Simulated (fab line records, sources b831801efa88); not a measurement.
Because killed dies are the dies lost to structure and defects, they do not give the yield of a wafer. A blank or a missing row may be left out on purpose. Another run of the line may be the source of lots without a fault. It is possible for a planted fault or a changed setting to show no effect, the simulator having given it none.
fab line records | flow sky130
record: lots: 6 wafers: 18 last-day: 49
route steps=708 shown VIA3@585
lots that met no fault: taken from a fault-free run of the same line
start-h: hours from the record's first day to the start of the lot's first wafer shown | wait-h: how many hours have passed since the lot's step before this one | " the same as in the row above | L1.1+2: several wafers, shown together as one row | - value missing, or start not given | * or withheld: withheld | < > ~ a bound
route shown NAME@n: NAME is a module with steps in the file, n the number in the route of the first one | usual: mean/standard deviation of fault-free wafers | same: alike in all rows | chamber/n: place in a boat | sites: readings site by site | _std_site: standard deviation across them | _edge_site: the outer-site mean with the inner-site mean subtracted | radius-mm: how far each site lies from the wafer's centre | mask NAME#n: copy n | behind: the tool/chamber that last shaped the wafer | hold: the reason the lot was held/the length of the hold in hours/how it ended | device: the transistor (n, p or np) that didn't switch | end of line: tests run on the same wafers once the route is complete | where a step has no rows: the recipe by itself | killed: at the first sort, the dies lost to defects and structure; wafer yield is something else | map: shows each die of a wafer: x if killed, . if not, _ if none is there
set.NAME: the run value of the setting; set.NAME@STEP: its run value at that earlier step | model.NAME: the simulator's own value behind a step, which no gauge read
a table for each step, a row for each wafer; lots at some steps of the route
services: a tool's chamber out of use, with start hour (start-h, from the record's first day; less than 0 if before it), hours out, and reason
== steps ==
step: SKY_VIA3_CD_MEAS_12
recipe: target-cd-nm: 200
usual: cd-nm: 200.2/1.2
columns lot.wafer tool chamber start-h wait-h cd-nm
L574.2 cd-sem-01 - 940.91 - 201.3
L574.3 " - " " 200.8
L574.4 " - " " 201.2
L578.2 cd-sem-02 - 967.11 - 198.8
L578.3 " - " " 198.0
L578.6 " - " " 198.7
L582.2 cd-sem-01 - 1007.71 - 199.2
L582.3 " - " " 199.4
L582.5 " - " " 197.9
L583.3 cd-sem-01 - 1014.63 - 200.0
L583.4 " - " " 199.8
L583.5 " - " " 200.9
L586.1 cd-sem-01 - 1032.79 - 199.4
L586.2 " - " " 200.3
L586.5 " - " " 200.6
L590.1 cd-sem-02 - 1060.82 - 199.5
L590.2 " - " " 198.7
L590.4 " - " " 200.4
step: SKY_VIA3_OVL_MEAS_13
usual: VIA3_OVL: 4/6
columns lot.wafer tool chamber start-h wait-h VIA3_OVL[nm]
L574.2 overlay-01 - 941.02 0.1 -5
L574.3 " - " " -4
L574.4 " - " " 0
L578.2 overlay-02 - 967.22 0.1 16
L578.3 " - " " 5
L578.6 " - " " 9
L582.2 overlay-02 - 1007.82 0.1 3
L582.3 " - " " -4
L582.5 " - " " -4
L583.3 overlay-02 - 1014.73 0.1 -5
L583.4 " - " " 7
L583.5 " - " " 3
L586.1 overlay-01 - 1032.91 0.1 17
L586.2 " - " " 8
L586.5 " - " " 7
L590.1 overlay-01 - 1060.94 0.1 -1
L590.2 " - " " 7
L590.4 " - " " 2
step: SKY_VIA3_ETCH_14
recipe: chemistry: N2/H2 target: BARC ion-energy-ev: 200 source-w: 500 bias-w: 100 pressure-mtorr: 30 n2-flow-sccm: 100 h2-flow-sccm: 200 stop-on: SiO2 time-s: 45.9 target-depth-a: 600
usual: drypump-motor-current-A: 5.5/0.43 oes-product-au: 0.855/0.0045 throttle-valve-pct: 13.225/0.0087
columns lot.wafer tool chamber start-h wait-h drypump-motor-current-A oes-product-au rf-hours-counter-h throttle-valve-pct
L574.2 rie-diel-01 2 941.05 0.0 5.4 0.860 18 13.222
L574.3 " 0 " " 5.2 0.847 24 13.217
L574.4 " 1 " " 5.0 0.858 2 13.233
L578.2 rie-diel-04 1 967.25 0.0 6.2 0.854 25 13.222
L578.3 " 2 " " 6.1 0.853 12 13.219
L578.6 " 3 " " 5.9 0.850 - 13.215
L582.2 rie-diel-02 0 1007.85 0.0 5.0 0.853 11 13.222
L582.3 " 3 " " 6.0 0.851 30 13.232
L582.5 " 0 " " 5.0 0.858 - 13.216
L583.3 rie-diel-01 1 1014.75 0.0 5.0 0.861 5 13.218
L583.4 " 3 " " 5.7 0.856 11 13.236
L583.5 " 2 " " 5.4 0.843 - 13.200
L586.1 rie-diel-01 2 1032.95 0.0 5.4 0.854 21 13.240
L586.2 " 3 " " 5.7 0.858 12 13.232
L586.5 " 1 " " 4.9 0.860 - 13.242
L590.1 rie-diel-01 0 1060.98 0.0 5.1 0.856 3 13.239
L590.2 " 1 " " 5.0 0.852 6 13.217
L590.4 " 3 " " 5.7 0.854 13 13.213
step: SKY_VIA3_ETCH_15
recipe: target: SiO2 chemistry: C4F8/O2/Ar target-depth-nm: 507 stop-on: TiN mask-material: KrF-thick source-w: 1500 bias-w: 1200 pressure-mtorr: 40 c4f8-flow-sccm: withheld O2_flow_sccm: 6 Ar_flow_sccm: 300 time-s: 78
usual: oes-product-au: 0.946/0.005
columns lot.wafer tool chamber start-h wait-h oes-product-au rf-hours-counter-h
L574.2 rie-diel-01 2 941.09 0.0 0.948 18
L574.3 " 0 " " 0.938 24
L574.4 " 1 " " 0.940 2
L578.2 rie-diel-04 1 967.29 0.0 0.938 25
L578.3 " 2 " " 0.948 12
L578.6 " 3 " " 0.948 -
L582.2 rie-diel-02 0 1007.89 0.0 0.948 11
L582.3 " 3 " " 0.953 30
L582.5 " 0 " " 0.949 -
L583.3 rie-diel-01 1 1014.79 0.0 0.943 5
L583.4 " 3 " " 0.946 11
L583.5 " 2 " " 0.944 -
L586.1 rie-diel-01 2 1032.99 0.0 0.948 21
L586.2 " 3 " " 0.940 12
L586.5 " 1 " " 0.943 -
L590.1 rie-diel-01 0 1061.02 0.0 0.940 3
L590.2 " 1 " " 0.947 6
L590.4 " 3 " " 0.944 13
step: SKY_VIA3_STRIP_16
recipe: chemistry: O2/N2 power-w: 1400 pressure-mtorr: 1500 platen-temp-c: withheld o2-flow-sccm: 3000 n2-flow-sccm: 300 overash-fraction: 0.5
usual: drypump-motor-current-A: 5.8/0.52 oes-product-au: 0.403/0.0046 strip-time-to-endpoint-s: 4.143/0.026
columns lot.wafer tool chamber start-h wait-h drypump-motor-current-A oes-product-au rf-hours-counter-h strip-time-to-endpoint-s
L574.2 plasma-asher-01 1 941.15 0.0 5.7 0.407 82 4.105
L574.3 " 1 " " 5.7 0.396 - 4.134
L574.4 " 0 " " 5.8 0.400 - 4.200
L578.2 plasma-asher-03 1 967.35 0.0 6.2 0.405 114 4.160
L578.3 " 1 " " 6.2 0.406 - 4.151
L578.6 " 1 " " 6.2 0.400 - 4.189
L582.2 plasma-asher-03 1 1007.95 0.0 6.2 0.400 119 4.127
L582.3 " 0 " " 5.7 0.398 - 4.092
L582.5 " 1 " " 6.2 0.407 - 4.140
L583.3 plasma-asher-03 1 1014.89 0.1 6.2 0.405 - 4.184
L583.4 " 0 " " 5.7 0.400 - 4.158
L583.5 " 1 " " 6.2 0.405 - 4.136
L586.1 plasma-asher-03 0 1033.05 0.0 5.7 0.408 121 4.114
L586.2 " 1 " " 6.2 0.405 121 4.134
L586.5 " 0 " " 5.6 0.407 - 4.140
L590.1 plasma-asher-04 0 1061.08 0.0 6.4 0.405 67 4.123
L590.2 " 1 " " 4.9 0.396 67 4.171
L590.4 " 0 " " 6.4 0.402 - 4.156
step: SKY_VIA3_STRIP_17
recipe: chemistry: post-etch-residue-remover time-s: 1200 temp-c: 72.5
step: SKY_VIA3_CLEAN_18
recipe: chemistry: IPA time-s: 180 temp-c: 25
step: SKY_VIA3_CLEAN_19
recipe: chemistry: O3/DIW dry: n2-spin
step: SKY_VIA3_SPUTTER_20
recipe: material: TiN target-thk-nm: 20 chamber-pressure-pa: 5 power-w: 4000 time-s: 80
usual: throttle-valve-pct: 30.1/1.2
columns lot.wafer tool chamber start-h wait-h throttle-valve-pct
L574.2 pvd-sputter-04 - 942.23 0.0 29.3
L574.3 " - " " 28.9
L574.4 " - " " 27.3
L578.2 pvd-sputter-03 - 967.98 0.0 30.9
L578.3 " - " " 29.8
L578.6 " - " " 29.6
L582.2 pvd-sputter-01 - 1009.06 0.0 31.0
L582.3 " - " " 30.8
L582.5 " - " " 31.1
L583.3 pvd-sputter-04 - 1015.47 0.0 32.6
L583.4 " - " " 28.6
L583.5 " - " " 27.3
L586.1 pvd-sputter-03 - 1033.64 0.0 30.2
L586.2 " - " " 31.2
L586.5 " - " " 30.1
L590.1 pvd-sputter-03 - 1061.67 0.0 29.8
L590.2 " - " " 30.2
L590.4 " - " " 31.0
step: SKY_VIA3_CVD_21
recipe: material: W target-thk-nm: 390 time-s: 117.31 temp-c: 400 pressure-torr: 40
usual: heater-power-w: 917/97
columns lot.wafer tool chamber start-h wait-h heater-power-w since-wet-clean-h
L574.2 cvd-w-02 1 942.30 0.0 909 538
L574.3 " 1 " " 915 -
L574.4 " 0 " " 992 -
L578.2 cvd-w-01 1 968.04 0.0 963 50
L578.3 " 1 " " 975 -
L578.6 " 0 " " 769 -
L582.2 cvd-w-02 0 1009.12 0.0 1008 605
L582.3 " 0 " " 1011 -
L582.5 " 1 " " 922 -
L583.3 cvd-w-02 1 1015.58 0.1 938 -
L583.4 " 0 " " 1002 -
L583.5 " 1 " " 947 -
L586.1 cvd-w-02 0 1033.70 0.0 998 630
L586.2 " 1 " " 911 630
L586.5 " 1 " " 947 -
L590.1 cvd-w-02 1 1061.74 0.0 944 658
L590.2 " 0 " " 1000 658
L590.4 " 0 " " 992 -
step: SKY_VIA3_RS_MEAS_22
recipe: thk-meas-gauge: four-point-probe reads: W_of_VIA3_CVD_21+TiN_of_VIA3_SPUTTER_20
usual: VIA3_W_RS: 0.292/0.0047
columns lot.wafer tool chamber start-h wait-h VIA3_W_RS[ohm/sq]
L574.2 film-metro-01 - 942.44 0.1 0.290
L574.3 " - " " 0.286
L574.4 " - " " 0.296
L578.2 film-metro-02 - 968.19 0.1 0.290
L578.3 " - " " 0.291
L578.6 " - " " 0.288
L582.2 film-metro-01 - 1009.26 0.1 0.294
L582.3 " - " " 0.295
L582.5 " - " " 0.285
L583.3 film-metro-03 - 1015.70 0.1 0.284
L583.4 " - " " 0.295
L583.5 " - " " 0.284
L586.1 film-metro-02 - 1033.83 0.1 0.296
L586.2 " - " " 0.283
L586.5 " - " " 0.285
L590.1 film-metro-03 - 1061.86 0.1 0.284
L590.2 " - " " 0.292
L590.4 " - " " 0.293
step: SKY_VIA3_THK_MEAS_23
recipe: thk-meas-gauge: xrf reads: W_of_VIA3_CVD_21
usual: VIA3_W_THK: 401/7.5
columns lot.wafer tool chamber start-h wait-h VIA3_W_THK[nm]
L574.2 film-metro-01 - 942.55 0.1 401
L574.3 " - " " 400
L574.4 " - " " 388
L578.2 film-metro-02 - 968.30 0.1 404
L578.3 " - " " 406
L578.6 " - " " 409
L582.2 film-metro-01 - 1009.37 0.1 397
L582.3 " - " " 393
L582.5 " - " " 408
L583.3 film-metro-03 - 1015.80 0.1 409
L583.4 " - " " 395
L583.5 " - " " 411
L586.1 film-metro-02 - 1033.95 0.1 395
L586.2 " - " " 413
L586.5 " - " " 413
L590.1 film-metro-03 - 1061.98 0.1 415
L590.2 " - " " 406
L590.4 " - " " 404
step: SKY_VIA3_CMP_24
recipe: stop-on: SiO2 t-overpolish-s: 20 down-force-psi: 3.5 platen-rpm: 60 target-thk-nm: 0 pad-velocity-m-s: 0.94248
usual: motor-current-A: 11.1/0.64 overpolish-run-s: 20.002/0.0095 time-to-endpoint-s: 97/4.5
columns lot.wafer tool chamber start-h wait-h motor-current-A overpolish-run-s time-to-endpoint-s
L574.2 cmp-02 3 942.65 0.1 12.1 20.000 95
L574.4 " 0 " " 11.9 20.004 96
L574.3 " 1 " " 11.0 19.995 100
L578.2 cmp-01 3 968.40 0.1 12.4 20.015 90
L578.3 " 0 " " 10.6 19.992 98
L578.6 " 3 " " 11.8 19.994 94
L582.3 cmp-02 3 1009.47 0.1 11.9 0.037 147
L582.2 " 1 " " 11.6 0.047 148
L582.5 " 2 " " 11.1 0.039 151
L583.3 cmp-02 1 1015.84 0.0 11.1 0.042 152
L583.4 " 0 " " 11.6 0.038 148
L583.5 " 2 " " 11.6 0.050 152
L586.1 cmp-01 1 1034.01 0.1 10.4 20.015 97
L586.2 " 0 " " 10.5 20.004 104
L586.5 " 2 " " 10.6 19.998 101
L590.1 cmp-01 3 1062.04 0.1 12.3 19.997 95
L590.2 " 0 " " 10.5 19.996 103
L590.4 " 2 " " 10.7 19.985 96
== services ==
columns tool chamber start-h hours kind
cmp-01 - 926.40 1.8 repair
pvd-sputter-04 - 935.92 1.0 repair
cmp-01 - 951.83 0.8 repair
rie-diel-02 3 957.85 8.0 repair
cmp-01 - 958.23 2.0 repair
pvd-sputter-03 - 961.68 3.2 repair
plasma-asher-03 - 965.68 0.8 repair
rie-diel-02 - 976.95 2.6 repair
cvd-w-02 - 981.39 2.8 pm
cmp-01 - 984.10 5.1 pm
rie-diel-04 0 984.32 9.4 repair
rie-diel-02 2 990.90 2.8 repair
pvd-sputter-03 - 996.32 3.9 repair
rie-diel-02 - 1004.23 1.1 repair
rie-diel-04 3 1008.17 2.9 repair
rie-diel-02 3 1016.16 10.6 repair
pvd-sputter-03 - 1021.40 2.0 repair
rie-diel-01 - 1021.75 2.8 pm
cmp-02 - 1026.24 4.2 pm
rie-diel-04 1 1028.47 16.6 repair
rie-diel-04 0 1036.58 1.6 repair
rie-diel-01 2 1049.82 7.2 repair
plasma-asher-03 - 1055.25 9.0 pm
plasma-asher-03 - 1056.17 1.4 repair
== key ==
first-sign: step: SKY_VIA3_CMP_24 reading: overpolish-run-s direction: down sigmas: 99+ usual: 20.002 struck: 0.042
effect: step: SKY_VIA3_CMP_24 reading: time-to-endpoint-s direction: up sigmas: 12 usual: * struck: *
met-at SKY_VIA3_CMP_24
struck-wafers L582.2,L582.3,L582.5,L583.3,L583.4,L583.5
later-rows-left-out L582.2,L582.3,L582.5,L583.3,L583.4,L583.5
sort-left-out L582.2,L582.3,L582.5,L583.3,L583.4,L583.5
onset-between 942.65 1009.47
fault: kind: process-parameter-drift tool: cmp-02 chamber: - onset-h: 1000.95 steps: SKY_VIA3_CMP_24 channel: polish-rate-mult offset: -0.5 shape: step end-h: 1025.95
sort-left-out: the simulated sort isn't trusted on such a fault, so these wafers' sort isn't shown, and their yield isn't known
later-rows-left-out: the simulator's readings of these wafers behind a module that went badly wrong aren't trusted and aren't shown, but for the sort
